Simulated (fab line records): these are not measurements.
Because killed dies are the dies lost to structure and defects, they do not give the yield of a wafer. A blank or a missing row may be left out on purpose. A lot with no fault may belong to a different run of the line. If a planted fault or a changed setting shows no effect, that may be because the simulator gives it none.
The tool behind it: which one? :: flow sky130 :: 33 wafers from 11 lots sampled at 2 of the route's 708 steps

== WHAT THE GAUGES SHOWED, per wafer ==
SKY_FIELD_ISO_CD_MEAS_13: target cd 150 nm.
lot: L525
measured: day 2 03:21
on: cd sem-02
cd nm (nm): 149.4 148.2 149.3

lot: L526
measured: day 2 11:11
on: cd sem-01
cd nm (nm): 148.6 148.3 148.1

lot: L527
measured: day 2 15:34
on: cd sem-01
cd nm (nm): 152.4 151.7 150.7

lot: L528
measured: day 2 21:09
on: cd sem-01
cd nm (nm): 152.9 152.8 153.2

lot: L529
measured: day 3 01:12
on: cd sem-02
cd nm (nm): 150.4 149.9 150.2

lot: L530
measured: day 3 05:50
on: cd sem-02
cd nm (nm): 147.1 146.8 148.2

lot: L531
measured: day 3 14:40
on: cd sem-02
cd nm (nm): 150.5 151.4 150.1

lot: L534
measured: day 4 03:40
on: cd sem-02
cd nm (nm): 150.8 78.5 80.7

lot: L535
measured: day 4 08:56
on: cd sem-01
cd nm (nm): 79.8 150.9 150.2

lot: L539
measured: day 5 07:01
on: cd sem-01
cd nm (nm): 152.1 152.5 151.4

lot: L547
measured: day 6 23:02
on: cd sem-01
cd nm (nm): 149.2 150.1 150.9

== TOOL THAT RAN EACH LOT (tool first, then ch and the chambers of the sampled wafers, then the start) ==
lot: L525
SKY_FIELD_ISO_EXPOSE_10: krf scanner-01 ch 0, day 1 20:14

lot: L526
SKY_FIELD_ISO_EXPOSE_10: krf scanner-01 ch 0, day 2 04:16

lot: L527
SKY_FIELD_ISO_EXPOSE_10: krf scanner-02 ch 0, day 2 07:51

lot: L528
SKY_FIELD_ISO_EXPOSE_10: krf scanner-02 ch 0, day 2 13:12

lot: L529
SKY_FIELD_ISO_EXPOSE_10: krf scanner-02 ch 0, day 2 17:59

lot: L530
SKY_FIELD_ISO_EXPOSE_10: krf scanner-01 ch 0, day 2 22:14

lot: L531
SKY_FIELD_ISO_EXPOSE_10: krf scanner-01 ch 0, day 3 06:43

lot: L534
SKY_FIELD_ISO_EXPOSE_10: krf scanner-01 ch 0, day 3 19:54

lot: L535
SKY_FIELD_ISO_EXPOSE_10: krf scanner-01 ch 0, day 4 00:59

lot: L539
SKY_FIELD_ISO_EXPOSE_10: krf scanner-02 ch 0, day 4 22:52

lot: L547
SKY_FIELD_ISO_EXPOSE_10: krf scanner-02 ch 0, day 6 13:34
- SKY_FIELD_ISO_EXPOSE_10: exposes mask FOM, target cd 150 nm.

== AS READ BY THE TOOLS THEMSELVES (means over the sampled wafers that have a number; for cases with no such wafer, the mark the record gives instead) ==
The record holds no such reading with a usual standard deviation.

== THE ANSWER, worked out from the rows above alone ==
Rule: usual is defined by the lots themselves. The widest of any qualifying gaps counts: lots, ordered by their means at a reading, are off when they make up no more than a third of the lots, leave a main group of 4 or more, and stand apart from it by 3 or more times the standard deviation of that group's means. The tables above print the reading to a certain number of digits; a main group whose means all agree to those digits is not used. A lot without any number at a reading at which 4 lots or more have one is off too. All remaining lots with rows at the step are treated as sound. The gauges are gone through in route order, then the tools' own readings, and for those a lot's mean is taken as printed above. The first step at which some lot is off is used, and at that step the reading that is off furthest; a lot without a number counts as furthest.
Off: L534, L535, at SKY_FIELD_ISO_CD_MEAS_13 (cd nm). Mean 150.2 nm and standard deviation 1.7 in the main group.
If a tool, at a process step before that reading, ran all the lots that are off and no sound lot after the first of them, it fits. Gauges at SKY_FIELD_ISO_CD_MEAS_13: tried the same way as those tools. One candidate fits, namely krf scanner-01 at SKY_FIELD_ISO_EXPOSE_10. Its last sound lot is L531 (day 3 06:43), its first lot that is off L534 (day 3 19:54): a fault that began between those two fits.

== WHAT THE SIMULATOR HAD INSERTED ==
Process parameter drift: krf scanner-01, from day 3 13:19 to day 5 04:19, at SKY_FIELD_ISO_EXPOSE_10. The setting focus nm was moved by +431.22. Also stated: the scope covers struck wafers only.
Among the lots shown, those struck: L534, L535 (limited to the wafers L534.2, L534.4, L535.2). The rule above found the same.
